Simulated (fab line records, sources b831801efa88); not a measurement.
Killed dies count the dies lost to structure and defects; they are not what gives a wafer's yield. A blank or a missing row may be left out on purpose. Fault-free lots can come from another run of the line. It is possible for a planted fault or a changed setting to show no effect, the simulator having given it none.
Problem report, 8D (eight disciplines) form, completed by code ; flow gf180mcu ; the parts of the form that need people (team, actions taken, sign-off) are left out

## 1. PROBLEM STATEMENT
Wafers free of any fault read -3 nm (standard deviation 5.8) for M5_OVL at GF_M5_OVL_MEAS_08, against a mean of 44 nm on 6 wafers of 2 lots. That is +8.2 standard deviations from the usual mean.
First observed at day 31 12:38: wafer L370.1, on overlay-01. Wafers with a number at this step in the record: 36, from 12 lots. The rule behind "out" and "out of limits": a value lying over 4 standard deviations away from the usual mean. All remaining wafers that have a number are taken as sound.

## 2. WHAT THIS IS AND IS NOT
question;is;is not
which readings at this step;M5_OVL;-
which lots;L370, L371;L353, L355, L356, L357, L361, L363, L364, L365, L368, L369
which wafers of those lots;all that have a number;-
read on which gauges;overlay-01;overlay-02
when;from day 31 12:38;up to then (30 sound wafers)

## 3. WHAT RULES OUT EACH SUSPECT
Counting: any tool at a process step up to the reading is kept as a suspect provided that every lot that is out went through it and no sound lot did after the first of them.
- the gauge at GF_M5_OVL_MEAS_08: kept. All the wafers that are out were read on overlay-01, and no step on other tools shows them out.
- krf scanner-02 at GF_M5_EXPOSE_04 (exposes mask Metal5, target cd 280 nm): kept. It processed each lot that is out, first L370 at day 31 03:49, and no sound lot thereafter; up to then, the last sound lot it processed was L369 at day 30 16:43.
What counting leaves: krf scanner-02 at GF_M5_EXPOSE_04 and overlay-01 at GF_M5_OVL_MEAS_08.

## 4. THE CAUSE (what the simulator had put in)
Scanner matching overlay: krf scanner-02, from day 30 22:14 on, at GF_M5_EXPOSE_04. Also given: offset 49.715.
Of the 2 suspects that counting leaves, this tool is one.

## 5. SEQUENCE OF EFFECTS, ordered by route
Each row: a reading where the mean over the struck wafers with a number is more than 3 standard deviations away from the usual. Readings are gone through only where the record gives a usual standard deviation; hours: the median, over the lots, of the time from a lot's start at the first step in this table giving one to that lot's start at this step; sigmas: the change measured in usual standard deviations.
hours;step;reading;usual;on struck wafers;change;sigmas
0;GF_M5_OVL_MEAS_08;M5_OVL;-3 nm;44;+47;+8.2

## 6. WHAT WOULD HAVE CAUGHT IT SOONER
In this record the first reading out of limits at a measuring or inspecting step was taken at day 31 12:38, 14 hours after the fault began at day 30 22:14.
No tool reading at GF_M5_EXPOSE_04 that has a usual standard deviation in the record was out on any struck wafer, so an alarm limit of 4 standard deviations on those readings would not have fired.
All the lots that are out (2) had begun GF_M5_EXPOSE_04 on krf scanner-02 by day 31 12:38. Holding the tool at that point would not have protected any of them.
